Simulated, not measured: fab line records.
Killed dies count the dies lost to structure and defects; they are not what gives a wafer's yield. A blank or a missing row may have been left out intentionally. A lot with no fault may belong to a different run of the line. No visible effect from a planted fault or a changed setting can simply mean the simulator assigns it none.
fab line records || flow gf180mcu || part 2 of 2: steps 26 to 35 of 35
record {"lots": 5, "wafers": 15, "lastDay": 34}
route steps=602 shown PSD@258 NSD@262 SAB@264 SALICIDE@278 CONTACT@287
lots with no fault: from the same line, run without faults
startH: hours from the record's opening day to when the first of the lot's shown wafers began || waitH: hours from the lot's prior step to this one || " repeats the value in the row above || L1.1+2: a row that stands for several wafers || - no value, or no start given || * or withheld: withheld || < > ~ a bound
route shown NAME@n: names a module that has steps shown in the file, with the first one's number in the route || usual: mean and standard deviation over wafers with no fault || same: alike in all rows || chamber/n: place in a boat || sites: the reading at each site || _std_site: standard deviation across them || _edge_site: outer sites' mean less inner sites' || radiusMm: how far each site lies from the wafer's centre || mask NAME#n: copy n || behind: the most recent tool/chamber to have shaped the wafer || hold: the reason the lot was held/the length of the hold in hours/how it ended || device: which transistor (n, p or np) failed to switch || end of line: the tests these same wafers got at the end of their route || a step without rows: its recipe alone || killed: dies that structure and defects cost at the first sort, which is not the same as the wafer's yield || map: dies across one wafer; x = killed, . = not, _ = none there
set.NAME: the setting the step ran with; set.NAME@STEP: the setting that earlier step ran with || model.NAME: the simulator's own value behind a step, which no gauge read
lots seen at some steps along the route; tables by step, rows by wafer
services: when a tool's chamber went out of use (startH, in hours from the record's first day, below 0 if earlier), for how many hours, and the reason
## steps
# step GF_SALICIDE_THK_MEAS_05
# recipe {"thkMeasGauge": "xrf", "reads": "TiN_of_SALICIDE_SPUTTER_03"}
# usual {"SALICIDE_TIN_THK": "19.9/0.36"}
{"lot.wafer": "L076.2", "tool": "filmMetro-04", "chamber": "-", "startH": 355.80, "waitH": 0.1, "SALICIDE_TIN_THK[nm]": 20.4}
{"lot.wafer": "L076.3", "tool": "filmMetro-04", "chamber": "-", "startH": 355.80, "waitH": 0.1, "SALICIDE_TIN_THK[nm]": 20.1}
{"lot.wafer": "L076.4", "tool": "filmMetro-04", "chamber": "-", "startH": 355.80, "waitH": 0.1, "SALICIDE_TIN_THK[nm]": 20.1}
{"lot.wafer": "L083.1", "tool": "filmMetro-03", "chamber": "-", "startH": 424.37, "waitH": 0.1, "SALICIDE_TIN_THK[nm]": 19.8}
{"lot.wafer": "L083.4", "tool": "filmMetro-03", "chamber": "-", "startH": 424.37, "waitH": 0.1, "SALICIDE_TIN_THK[nm]": 19.9}
{"lot.wafer": "L083.5", "tool": "filmMetro-03", "chamber": "-", "startH": 424.37, "waitH": 0.1, "SALICIDE_TIN_THK[nm]": 19.9}
{"lot.wafer": "L086.2", "tool": "filmMetro-04", "chamber": "-", "startH": 449.23, "waitH": 0.1, "SALICIDE_TIN_THK[nm]": 20.1}
{"lot.wafer": "L086.3", "tool": "filmMetro-04", "chamber": "-", "startH": 449.23, "waitH": 0.1, "SALICIDE_TIN_THK[nm]": 19.9}
{"lot.wafer": "L086.4", "tool": "filmMetro-04", "chamber": "-", "startH": 449.23, "waitH": 0.1, "SALICIDE_TIN_THK[nm]": 20.1}
{"lot.wafer": "L094.1", "tool": "filmMetro-03", "chamber": "-", "startH": 511.24, "waitH": 0.1, "SALICIDE_TIN_THK[nm]": 20.4}
{"lot.wafer": "L094.3", "tool": "filmMetro-03", "chamber": "-", "startH": 511.24, "waitH": 0.1, "SALICIDE_TIN_THK[nm]": 20.4}
{"lot.wafer": "L094.4", "tool": "filmMetro-03", "chamber": "-", "startH": 511.24, "waitH": 0.1, "SALICIDE_TIN_THK[nm]": 20.4}
{"lot.wafer": "L096.2", "tool": "filmMetro-03", "chamber": "-", "startH": 532.78, "waitH": 0.1, "SALICIDE_TIN_THK[nm]": 20.2}
{"lot.wafer": "L096.3", "tool": "filmMetro-03", "chamber": "-", "startH": 532.78, "waitH": 0.1, "SALICIDE_TIN_THK[nm]": 20.3}
{"lot.wafer": "L096.6", "tool": "filmMetro-03", "chamber": "-", "startH": 532.78, "waitH": 0.1, "SALICIDE_TIN_THK[nm]": 20.1}
# step GF_SALICIDE_RTA_06
# recipe {"tempC": 530, "timeS": 30, "ambient": "N2"}
# usual {"lampPowerPct": "6.5/0.38", "wafer_temp_C_max": "533.3/0.77"}
{"lot.wafer": "L076.2", "tool": "rtpAnneal-02", "chamber": 0, "startH": 355.87, "waitH": 0.1, "lampPowerPct": 6.8, "wafer_temp_C_max": 533.7}
{"lot.wafer": "L076.3", "tool": "rtpAnneal-02", "chamber": 0, "startH": 355.87, "waitH": 0.1, "lampPowerPct": 6.8, "wafer_temp_C_max": 534.5}
{"lot.wafer": "L076.4", "tool": "rtpAnneal-02", "chamber": 0, "startH": 355.87, "waitH": 0.1, "lampPowerPct": 6.8, "wafer_temp_C_max": 534.2}
{"lot.wafer": "L083.1", "tool": "rtpAnneal-01", "chamber": 0, "startH": 424.43, "waitH": 0.1, "lampPowerPct": 6.1, "wafer_temp_C_max": 532.5}
{"lot.wafer": "L083.4", "tool": "rtpAnneal-01", "chamber": 0, "startH": 424.43, "waitH": 0.1, "lampPowerPct": 6.1, "wafer_temp_C_max": 532.2}
{"lot.wafer": "L083.5", "tool": "rtpAnneal-01", "chamber": 0, "startH": 424.43, "waitH": 0.1, "lampPowerPct": 6.1, "wafer_temp_C_max": 532.3}
{"lot.wafer": "L086.2", "tool": "rtpAnneal-02", "chamber": 0, "startH": 449.30, "waitH": 0.1, "lampPowerPct": 6.8, "wafer_temp_C_max": 534.5}
{"lot.wafer": "L086.3", "tool": "rtpAnneal-02", "chamber": 0, "startH": 449.30, "waitH": 0.1, "lampPowerPct": 6.9, "wafer_temp_C_max": 534.6}
{"lot.wafer": "L086.4", "tool": "rtpAnneal-02", "chamber": 0, "startH": 449.30, "waitH": 0.1, "lampPowerPct": 6.8, "wafer_temp_C_max": 534.9}
{"lot.wafer": "L094.1", "tool": "rtpAnneal-02", "chamber": 0, "startH": 511.30, "waitH": 0.1, "lampPowerPct": 6.8, "wafer_temp_C_max": 533.5}
{"lot.wafer": "L094.3", "tool": "rtpAnneal-02", "chamber": 0, "startH": 511.30, "waitH": 0.1, "lampPowerPct": 6.8, "wafer_temp_C_max": 533.1}
{"lot.wafer": "L094.4", "tool": "rtpAnneal-02", "chamber": 0, "startH": 511.30, "waitH": 0.1, "lampPowerPct": 6.8, "wafer_temp_C_max": 533.3}
{"lot.wafer": "L096.2", "tool": "rtpAnneal-01", "chamber": 0, "startH": 532.84, "waitH": 0.1, "lampPowerPct": 6.1, "wafer_temp_C_max": 532.3}
{"lot.wafer": "L096.3", "tool": "rtpAnneal-01", "chamber": 0, "startH": 532.84, "waitH": 0.1, "lampPowerPct": 6.1, "wafer_temp_C_max": 533.7}
{"lot.wafer": "L096.6", "tool": "rtpAnneal-01", "chamber": 0, "startH": 532.84, "waitH": 0.1, "lampPowerPct": 6.1, "wafer_temp_C_max": 533.1}
# step GF_SALICIDE_WET_ETCH_07
# recipe {"chemistry": "SPM", "targetDepthNm": 120, "dry": "n2Spin"}
{"lot.wafer": "L076.2+3+4", "tool": "wetBench-04", "chamber": 0, "startH": 355.95, "waitH": 0.1}
{"lot.wafer": "L083.1+4+5", "tool": "wetBench-03", "chamber": 1, "startH": 424.53, "waitH": 0.1}
{"lot.wafer": "L086.2+3+4", "tool": "wetBench-03", "chamber": 3, "startH": 449.38, "waitH": 0.1}
{"lot.wafer": "L094.1+3+4", "tool": "wetBench-04", "chamber": 1, "startH": 511.40, "waitH": 0.1}
{"lot.wafer": "L096.2+3+6", "tool": "wetBench-03", "chamber": 0, "startH": 532.93, "waitH": 0.1}
# step GF_SALICIDE_RTA_08
# recipe {"tempC": 800, "timeS": 30, "ambient": "N2"}
# usual {"lampPowerPct": "17.5/0.98", "wafer_temp_C_max": "804.4/1.2"}
{"lot.wafer": "L076.2", "tool": "rtpAnneal-01", "chamber": 0, "startH": 356.06, "waitH": 0.0, "lampPowerPct": 16.8, "wafer_temp_C_max": 804.8}
{"lot.wafer": "L076.3", "tool": "rtpAnneal-01", "chamber": 0, "startH": 356.06, "waitH": 0.0, "lampPowerPct": 16.9, "wafer_temp_C_max": 803.4}
{"lot.wafer": "L076.4", "tool": "rtpAnneal-01", "chamber": 0, "startH": 356.06, "waitH": 0.0, "lampPowerPct": 16.9, "wafer_temp_C_max": 803.0}
{"lot.wafer": "L083.1", "tool": "rtpAnneal-02", "chamber": 0, "startH": 424.63, "waitH": 0.0, "lampPowerPct": 19.0, "wafer_temp_C_max": 806.1}
{"lot.wafer": "L083.4", "tool": "rtpAnneal-02", "chamber": 0, "startH": 424.63, "waitH": 0.0, "lampPowerPct": 19.0, "wafer_temp_C_max": 804.1}
{"lot.wafer": "L083.5", "tool": "rtpAnneal-02", "chamber": 0, "startH": 424.63, "waitH": 0.0, "lampPowerPct": 19.0, "wafer_temp_C_max": 805.8}
{"lot.wafer": "L086.2", "tool": "rtpAnneal-01", "chamber": 0, "startH": 449.49, "waitH": 0.0, "lampPowerPct": 16.8, "wafer_temp_C_max": 804.6}
{"lot.wafer": "L086.3", "tool": "rtpAnneal-01", "chamber": 0, "startH": 449.49, "waitH": 0.0, "lampPowerPct": 16.8, "wafer_temp_C_max": 802.0}
{"lot.wafer": "L086.4", "tool": "rtpAnneal-01", "chamber": 0, "startH": 449.49, "waitH": 0.0, "lampPowerPct": 16.8, "wafer_temp_C_max": 802.7}
{"lot.wafer": "L094.1", "tool": "rtpAnneal-01", "chamber": 0, "startH": 511.50, "waitH": 0.0, "lampPowerPct": 16.8, "wafer_temp_C_max": 803.7}
{"lot.wafer": "L094.3", "tool": "rtpAnneal-01", "chamber": 0, "startH": 511.50, "waitH": 0.0, "lampPowerPct": 16.8, "wafer_temp_C_max": 804.6}
{"lot.wafer": "L094.4", "tool": "rtpAnneal-01", "chamber": 0, "startH": 511.50, "waitH": 0.0, "lampPowerPct": 16.9, "wafer_temp_C_max": 804.4}
{"lot.wafer": "L096.2", "tool": "rtpAnneal-01", "chamber": 0, "startH": 533.31, "waitH": 0.0, "lampPowerPct": 16.9, "wafer_temp_C_max": 803.9}
{"lot.wafer": "L096.3", "tool": "rtpAnneal-01", "chamber": 0, "startH": 533.31, "waitH": 0.0, "lampPowerPct": 16.8, "wafer_temp_C_max": 804.8}
{"lot.wafer": "L096.6", "tool": "rtpAnneal-01", "chamber": 0, "startH": 533.31, "waitH": 0.0, "lampPowerPct": 16.9, "wafer_temp_C_max": 803.4}
# step GF_CONTACT_CVD_00
# recipe {"material": "SiO2", "targetThkNm": 300, "sigmaOpenFrac": 0.3, "tempC": 400, "timeS": 50, "sih4FlowSccm": 60, "pressureMtorr": 6}
{"lot.wafer": "L076.2+3+4", "tool": "hdpcvd-01", "chamber": "0,2,1", "startH": 356.14, "waitH": 0.1}
{"lot.wafer": "L083.1+4+5", "tool": "hdpcvd-02", "chamber": "1,1,2", "startH": 424.73, "waitH": 0.1}
{"lot.wafer": "L086.2+3+4", "tool": "hdpcvd-01", "chamber": "1,0,1", "startH": 449.57, "waitH": 0.1}
{"lot.wafer": "L094.1+3+4", "tool": "hdpcvd-02", "chamber": "1,2,1", "startH": 511.60, "waitH": 0.1}
{"lot.wafer": "L096.2+3+6", "tool": "hdpcvd-02", "chamber": "0,1,1", "startH": 533.39, "waitH": 0.1}
# step GF_CONTACT_THK_MEAS_01
# recipe {"reads": "SiO2_of_CONTACT_CVD_00"}
# usual {"CONTACT_CVD_00_THK": "301/3.1"}
{"lot.wafer": "L076.2", "tool": "filmMetro-02", "chamber": "-", "startH": 356.19, "waitH": 0.0, "CONTACT_CVD_00_THK[nm]": 297}
{"lot.wafer": "L076.3", "tool": "filmMetro-02", "chamber": "-", "startH": 356.19, "waitH": 0.0, "CONTACT_CVD_00_THK[nm]": 300}
{"lot.wafer": "L076.4", "tool": "filmMetro-02", "chamber": "-", "startH": 356.19, "waitH": 0.0, "CONTACT_CVD_00_THK[nm]": 300}
{"lot.wafer": "L083.1", "tool": "filmMetro-01", "chamber": "-", "startH": 424.77, "waitH": 0.0, "CONTACT_CVD_00_THK[nm]": 306}
{"lot.wafer": "L083.4", "tool": "filmMetro-01", "chamber": "-", "startH": 424.77, "waitH": 0.0, "CONTACT_CVD_00_THK[nm]": 302}
{"lot.wafer": "L083.5", "tool": "filmMetro-01", "chamber": "-", "startH": 424.77, "waitH": 0.0, "CONTACT_CVD_00_THK[nm]": 306}
{"lot.wafer": "L086.2", "tool": "filmMetro-04", "chamber": "-", "startH": 449.65, "waitH": 0.1, "CONTACT_CVD_00_THK[nm]": 306}
{"lot.wafer": "L086.3", "tool": "filmMetro-04", "chamber": "-", "startH": 449.65, "waitH": 0.1, "CONTACT_CVD_00_THK[nm]": 303}
{"lot.wafer": "L086.4", "tool": "filmMetro-04", "chamber": "-", "startH": 449.65, "waitH": 0.1, "CONTACT_CVD_00_THK[nm]": 304}
{"lot.wafer": "L094.1", "tool": "filmMetro-04", "chamber": "-", "startH": 511.64, "waitH": 0.0, "CONTACT_CVD_00_THK[nm]": 303}
{"lot.wafer": "L094.3", "tool": "filmMetro-04", "chamber": "-", "startH": 511.64, "waitH": 0.0, "CONTACT_CVD_00_THK[nm]": 301}
{"lot.wafer": "L094.4", "tool": "filmMetro-04", "chamber": "-", "startH": 511.64, "waitH": 0.0, "CONTACT_CVD_00_THK[nm]": 298}
{"lot.wafer": "L096.2", "tool": "filmMetro-04", "chamber": "-", "startH": 533.45, "waitH": 0.0, "CONTACT_CVD_00_THK[nm]": 311}
{"lot.wafer": "L096.3", "tool": "filmMetro-04", "chamber": "-", "startH": 533.45, "waitH": 0.0, "CONTACT_CVD_00_THK[nm]": 304}
{"lot.wafer": "L096.6", "tool": "filmMetro-04", "chamber": "-", "startH": 533.45, "waitH": 0.0, "CONTACT_CVD_00_THK[nm]": 305}
# step GF_CONTACT_CVD_02
# recipe {"material": "SiO2", "targetThkNm": 860, "precursor": "TEOS", "tempC": 400, "timeS": 95.992, "rfW": 600}
# usual {"heaterPowerW": "620/65"}
{"lot.wafer": "L076.2", "tool": "pecvd-04", "chamber": 0, "startH": 356.24, "waitH": 0.0, "heaterPowerW": 645}
{"lot.wafer": "L076.3", "tool": "pecvd-04", "chamber": 2, "startH": 356.24, "waitH": 0.0, "heaterPowerW": 601}
{"lot.wafer": "L076.4", "tool": "pecvd-04", "chamber": 1, "startH": 356.24, "waitH": 0.0, "heaterPowerW": 681}
{"lot.wafer": "L083.1", "tool": "pecvd-02", "chamber": 0, "startH": 424.83, "waitH": 0.1, "heaterPowerW": 595}
{"lot.wafer": "L083.4", "tool": "pecvd-02", "chamber": 2, "startH": 424.83, "waitH": 0.1, "heaterPowerW": 745}
{"lot.wafer": "L083.5", "tool": "pecvd-02", "chamber": 0, "startH": 424.83, "waitH": 0.1, "heaterPowerW": 493}
{"lot.wafer": "L086.2", "tool": "pecvd-03", "chamber": 0, "startH": 449.70, "waitH": 0.0, "heaterPowerW": 613}
{"lot.wafer": "L086.3", "tool": "pecvd-03", "chamber": 1, "startH": 449.70, "waitH": 0.0, "heaterPowerW": 563}
{"lot.wafer": "L086.4", "tool": "pecvd-03", "chamber": 2, "startH": 449.70, "waitH": 0.0, "heaterPowerW": 523}
{"lot.wafer": "L094.1", "tool": "pecvd-02", "chamber": 0, "startH": 511.70, "waitH": 0.1, "heaterPowerW": 583}
{"lot.wafer": "L094.3", "tool": "pecvd-02", "chamber": 1, "startH": 511.70, "waitH": 0.1, "heaterPowerW": 663}
{"lot.wafer": "L094.4", "tool": "pecvd-02", "chamber": 2, "startH": 511.70, "waitH": 0.1, "heaterPowerW": 694}
{"lot.wafer": "L096.2", "tool": "pecvd-02", "chamber": 0, "startH": 533.50, "waitH": 0.0, "heaterPowerW": 534}
{"lot.wafer": "L096.3", "tool": "pecvd-02", "chamber": 2, "startH": 533.50, "waitH": 0.0, "heaterPowerW": 748}
{"lot.wafer": "L096.6", "tool": "pecvd-02", "chamber": 1, "startH": 533.50, "waitH": 0.0, "heaterPowerW": 617}
# step GF_CONTACT_THK_MEAS_03
# recipe {"reads": "SiO2_of_CONTACT_CVD_02"}
# usual {"CONTACT_CVD_02_THK": "861/13"}
{"lot.wafer": "L076.2", "tool": "filmMetro-01", "chamber": "-", "startH": 356.32, "waitH": 0.0, "CONTACT_CVD_02_THK[nm]": 862}
{"lot.wafer": "L076.3", "tool": "filmMetro-01", "chamber": "-", "startH": 356.32, "waitH": 0.0, "CONTACT_CVD_02_THK[nm]": 858}
{"lot.wafer": "L076.4", "tool": "filmMetro-01", "chamber": "-", "startH": 356.32, "waitH": 0.0, "CONTACT_CVD_02_THK[nm]": 869}
{"lot.wafer": "L083.1", "tool": "filmMetro-04", "chamber": "-", "startH": 424.90, "waitH": 0.0, "CONTACT_CVD_02_THK[nm]": 861}
{"lot.wafer": "L083.4", "tool": "filmMetro-04", "chamber": "-", "startH": 424.90, "waitH": 0.0, "CONTACT_CVD_02_THK[nm]": 859}
{"lot.wafer": "L083.5", "tool": "filmMetro-04", "chamber": "-", "startH": 424.90, "waitH": 0.0, "CONTACT_CVD_02_THK[nm]": 872}
{"lot.wafer": "L086.2", "tool": "filmMetro-02", "chamber": "-", "startH": 449.78, "waitH": 0.0, "CONTACT_CVD_02_THK[nm]": 848}
{"lot.wafer": "L086.3", "tool": "filmMetro-02", "chamber": "-", "startH": 449.78, "waitH": 0.0, "CONTACT_CVD_02_THK[nm]": 856}
{"lot.wafer": "L086.4", "tool": "filmMetro-02", "chamber": "-", "startH": 449.78, "waitH": 0.0, "CONTACT_CVD_02_THK[nm]": 867}
{"lot.wafer": "L094.1", "tool": "filmMetro-02", "chamber": "-", "startH": 511.77, "waitH": 0.0, "CONTACT_CVD_02_THK[nm]": 870}
{"lot.wafer": "L094.3", "tool": "filmMetro-02", "chamber": "-", "startH": 511.77, "waitH": 0.0, "CONTACT_CVD_02_THK[nm]": 851}
{"lot.wafer": "L094.4", "tool": "filmMetro-02", "chamber": "-", "startH": 511.77, "waitH": 0.0, "CONTACT_CVD_02_THK[nm]": 867}
{"lot.wafer": "L096.2", "tool": "filmMetro-02", "chamber": "-", "startH": 533.58, "waitH": 0.0, "CONTACT_CVD_02_THK[nm]": 847}
{"lot.wafer": "L096.3", "tool": "filmMetro-02", "chamber": "-", "startH": 533.58, "waitH": 0.0, "CONTACT_CVD_02_THK[nm]": 839}
{"lot.wafer": "L096.6", "tool": "filmMetro-02", "chamber": "-", "startH": 533.58, "waitH": 0.0, "CONTACT_CVD_02_THK[nm]": 846}
# step GF_CONTACT_CMP_04
# recipe {"material": "SiO2", "downForcePsi": 4, "platenRpm": 60, "padVelocityMS": 0.94248}
# usual {"motorCurrentA": "12.1/1.4", "timeToEndpointS": "112/5.8"}
{"lot.wafer": "L076.4", "tool": "cmp-02", "chamber": 0, "startH": 356.37, "waitH": 0.0, "motorCurrentA": 14.2, "timeToEndpointS": 109}
{"lot.wafer": "L076.3", "tool": "cmp-02", "chamber": 1, "startH": 356.37, "waitH": 0.0, "motorCurrentA": 10.1, "timeToEndpointS": 113}
{"lot.wafer": "L076.2", "tool": "cmp-02", "chamber": 2, "startH": 356.37, "waitH": 0.0, "motorCurrentA": 10.6, "timeToEndpointS": 115}
{"lot.wafer": "L083.4", "tool": "cmp-02", "chamber": 0, "startH": 424.96, "waitH": 0.0, "motorCurrentA": 14.1, "timeToEndpointS": 111}
{"lot.wafer": "L083.1", "tool": "cmp-02", "chamber": 2, "startH": 424.96, "waitH": 0.0, "motorCurrentA": 10.9, "timeToEndpointS": 116}
{"lot.wafer": "L083.5", "tool": "cmp-02", "chamber": 1, "startH": 424.96, "waitH": 0.0, "motorCurrentA": 11.1, "timeToEndpointS": 122}
{"lot.wafer": "L086.4", "tool": "cmp-02", "chamber": 1, "startH": 449.83, "waitH": 0.0, "motorCurrentA": 10.2, "timeToEndpointS": 124}
{"lot.wafer": "L086.3", "tool": "cmp-02", "chamber": 3, "startH": 449.83, "waitH": 0.0, "motorCurrentA": 12.5, "timeToEndpointS": 110}
{"lot.wafer": "L086.2", "tool": "cmp-02", "chamber": 0, "startH": 449.83, "waitH": 0.0, "motorCurrentA": 13.8, "timeToEndpointS": 100}
{"lot.wafer": "L094.4", "tool": "cmp-02", "chamber": 1, "startH": 511.83, "waitH": 0.0, "motorCurrentA": 10.4, "timeToEndpointS": 116}
{"lot.wafer": "L094.3", "tool": "cmp-02", "chamber": 3, "startH": 511.83, "waitH": 0.0, "motorCurrentA": 12.3, "timeToEndpointS": 110}
{"lot.wafer": "L094.1", "tool": "cmp-02", "chamber": 0, "startH": 511.83, "waitH": 0.0, "motorCurrentA": 14.7, "timeToEndpointS": 111}
{"lot.wafer": "L096.3", "tool": "cmp-01", "chamber": 2, "startH": 533.68, "waitH": 0.1, "motorCurrentA": 12.3, "timeToEndpointS": 100}
{"lot.wafer": "L096.2", "tool": "cmp-01", "chamber": 0, "startH": 533.68, "waitH": 0.1, "motorCurrentA": 10.8, "timeToEndpointS": 103}
{"lot.wafer": "L096.6", "tool": "cmp-01", "chamber": 1, "startH": 533.68, "waitH": 0.1, "motorCurrentA": 13.3, "timeToEndpointS": 104}
# step GF_CONTACT_BOW_MEAS_05
# recipe {"mode": "bow"}
# usual {"CONTACT_BOW": "66/6.7"}
{"lot.wafer": "L076.2", "tool": "filmMetro-02", "chamber": "-", "startH": 356.69, "waitH": 0.2, "CONTACT_BOW[um]": 68}
{"lot.wafer": "L076.3", "tool": "filmMetro-02", "chamber": "-", "startH": 356.69, "waitH": 0.2, "CONTACT_BOW[um]": 75}
{"lot.wafer": "L076.4", "tool": "filmMetro-02", "chamber": "-", "startH": 356.69, "waitH": 0.2, "CONTACT_BOW[um]": 63}
{"lot.wafer": "L083.1", "tool": "filmMetro-01", "chamber": "-", "startH": 425.26, "waitH": 0.1, "CONTACT_BOW[um]": 62}
{"lot.wafer": "L083.4", "tool": "filmMetro-01", "chamber": "-", "startH": 425.26, "waitH": 0.1, "CONTACT_BOW[um]": 58}
{"lot.wafer": "L083.5", "tool": "filmMetro-01", "chamber": "-", "startH": 425.26, "waitH": 0.1, "CONTACT_BOW[um]": 70}
{"lot.wafer": "L086.2", "tool": "filmMetro-04", "chamber": "-", "startH": 450.15, "waitH": 0.1, "CONTACT_BOW[um]": 65}
{"lot.wafer": "L086.3", "tool": "filmMetro-04", "chamber": "-", "startH": 450.15, "waitH": 0.1, "CONTACT_BOW[um]": 63}
{"lot.wafer": "L086.4", "tool": "filmMetro-04", "chamber": "-", "startH": 450.15, "waitH": 0.1, "CONTACT_BOW[um]": 62}
{"lot.wafer": "L094.1", "tool": "filmMetro-02", "chamber": "-", "startH": 512.13, "waitH": 0.1, "CONTACT_BOW[um]": 75}
{"lot.wafer": "L094.3", "tool": "filmMetro-02", "chamber": "-", "startH": 512.13, "waitH": 0.1, "CONTACT_BOW[um]": 72}
{"lot.wafer": "L094.4", "tool": "filmMetro-02", "chamber": "-", "startH": 512.13, "waitH": 0.1, "CONTACT_BOW[um]": 73}
{"lot.wafer": "L096.2", "tool": "filmMetro-04", "chamber": "-", "startH": 533.95, "waitH": 0.1, "CONTACT_BOW[um]": 71}
{"lot.wafer": "L096.3", "tool": "filmMetro-04", "chamber": "-", "startH": 533.95, "waitH": 0.1, "CONTACT_BOW[um]": 67}
{"lot.wafer": "L096.6", "tool": "filmMetro-04", "chamber": "-", "startH": 533.95, "waitH": 0.1, "CONTACT_BOW[um]": 72}
## services
{"tool": "cmp-02", "chamber": "-", "startH": 322.38, "hours": 8.0, "kind": "pm"}
{"tool": "rieDiel-04", "chamber": 1, "startH": 322.50, "hours": 4.4, "kind": "repair"}
{"tool": "pvdSputter-04", "chamber": "-", "startH": 327.14, "hours": 3.1, "kind": "repair"}
{"tool": "wetBench-03", "chamber": "-", "startH": 335.10, "hours": 1.4, "kind": "repair"}
{"tool": "pecvd-04", "chamber": 2, "startH": 341.20, "hours": 6.0, "kind": "repair"}
{"tool": "rieDiel-04", "chamber": "-", "startH": 341.28, "hours": 0.4, "kind": "repair"}
{"tool": "pecvd-04", "chamber": "-", "startH": 343.32, "hours": 6.0, "kind": "pm"}
{"tool": "rtpAnneal-02", "chamber": "-", "startH": 357.75, "hours": 4.4, "kind": "pm"}
{"tool": "pecvd-02", "chamber": "-", "startH": 368.90, "hours": 14.0, "kind": "pm"}
{"tool": "pecvd-04", "chamber": 2, "startH": 378.47, "hours": 7.9, "kind": "repair"}
{"tool": "pecvd-04", "chamber": 2, "startH": 391.03, "hours": 23.6, "kind": "repair"}
{"tool": "cmp-02", "chamber": "-", "startH": 392.62, "hours": 4.3, "kind": "repair"}
{"tool": "cmp-02", "chamber": "-", "startH": 404.00, "hours": 4.0, "kind": "pm"}
{"tool": "pecvd-03", "chamber": 1, "startH": 409.70, "hours": 20.2, "kind": "repair"}
{"tool": "plasmaAsher-02", "chamber": "-", "startH": 418.35, "hours": 4.0, "kind": "pm"}
{"tool": "pecvd-03", "chamber": 1, "startH": 432.26, "hours": 13.4, "kind": "repair"}
{"tool": "wetBench-03", "chamber": "-", "startH": 442.52, "hours": 0.9, "kind": "repair"}
{"tool": "ilineStepper-01", "chamber": "-", "startH": 449.10, "hours": 1.7, "kind": "pm"}
{"tool": "rieDiel-04", "chamber": "-", "startH": 458.37, "hours": 2.8, "kind": "pm"}
{"tool": "cmp-02", "chamber": "-", "startH": 463.98, "hours": 0.7, "kind": "repair"}
{"tool": "rieDiel-04", "chamber": "-", "startH": 470.62, "hours": 14.6, "kind": "pm"}
{"tool": "ilineStepper-01", "chamber": "-", "startH": 483.56, "hours": 20.0, "kind": "repair"}
{"tool": "pecvd-04", "chamber": "-", "startH": 490.36, "hours": 5.5, "kind": "pm"}
{"tool": "plasmaAsher-04", "chamber": "-", "startH": 499.82, "hours": 3.9, "kind": "repair"}
